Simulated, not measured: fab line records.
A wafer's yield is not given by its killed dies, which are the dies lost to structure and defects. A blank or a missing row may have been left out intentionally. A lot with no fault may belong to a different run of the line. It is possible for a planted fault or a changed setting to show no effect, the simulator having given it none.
Chamber matching + flow sky130 + SKY_VIA4_ETCH_12 on rie_diel-04: 4 sister chambers
The step etches SiO2 in C4F8/O2/Ar, stops on TiN, target depth 580 nm. 14 wafers are shown with their chamber, then 7 later ones without.

## WAFERS, EACH WITH ITS CHAMBER
| wafer  | chamber | oes_product_au (a.u.) |
|--------|---------|-----------------------|
| L191.4 | 0       | 0.927                 |
| L191.5 | 3       | 0.918                 |
| L191.6 | 2       | 0.932                 |
| L193.2 | 3       | 0.927                 |
| L193.3 | 0       | 0.932                 |
| L193.6 | 3       | 0.922                 |
| L195.3 | 3       | 0.931                 |
| L195.4 | 1       | 0.926                 |
| L195.6 | 0       | 0.932                 |
| L197.1 | 2       | 0.922                 |
| L197.5 | 1       | 0.921                 |
| L197.6 | 2       | 0.914                 |
| L205.2 | 1       | 0.928                 |
| L205.4 | 2       | 0.922                 |

SIGNATURES (averages over the wafers above)
| reading        | chamber 0 | chamber 1 | chamber 2 | chamber 3 | scatter within a chamber |
|----------------|-----------|-----------|-----------|-----------|--------------------------|
| oes_product_au | 0.93033   | 0.92500   | 0.92250   | 0.92450   | 0.0055                   |
Rule: a wafer's distance from a chamber is the root of the sum, over the readings, of the square of ((its reading less the chamber's mean) divided by the reading's scatter). If the next closest chamber is less than 2 further off than the closest, the wafer can't be placed; otherwise it belongs to the closest. The scatter: take each reading less its chamber's mean, square it, sum over the shown wafers, divide by the number of wafers less the number of chambers, and take the root.

## WAFERS WITH NO CHAMBER GIVEN
| wafer  | oes_product_au (a.u.) |
|--------|-----------------------|
| L205.5 | 0.921                 |
| L210.3 | 0.934                 |
| L210.4 | 0.921                 |
| L210.5 | 0.922                 |
| L211.1 | 0.926                 |
| L211.3 | 0.923                 |
| L211.6 | 0.924                 |

## WHICH CHAMBER EACH WENT THROUGH
| wafer  | from the rows above               | in truth |
|--------|-----------------------------------|----------|
| L205.5 | can't be placed: 2 or 3 or 1 or 0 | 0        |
| L210.3 | can't be placed: 0 or 1 or 3 or 2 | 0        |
| L210.4 | can't be placed: 2 or 3 or 1 or 0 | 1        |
| L210.5 | can't be placed: 2 or 3 or 1 or 0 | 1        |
| L211.1 | can't be placed: 1 or 3 or 2 or 0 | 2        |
| L211.3 | can't be placed: 2 or 3 or 1 or 0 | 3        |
| L211.6 | can't be placed: 3 or 1 or 2 or 0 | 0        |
Placed correctly: 0 of 7. Not placeable from these rows: 7 (in 7, the candidates include the true chamber). Wrongly placed: 0.
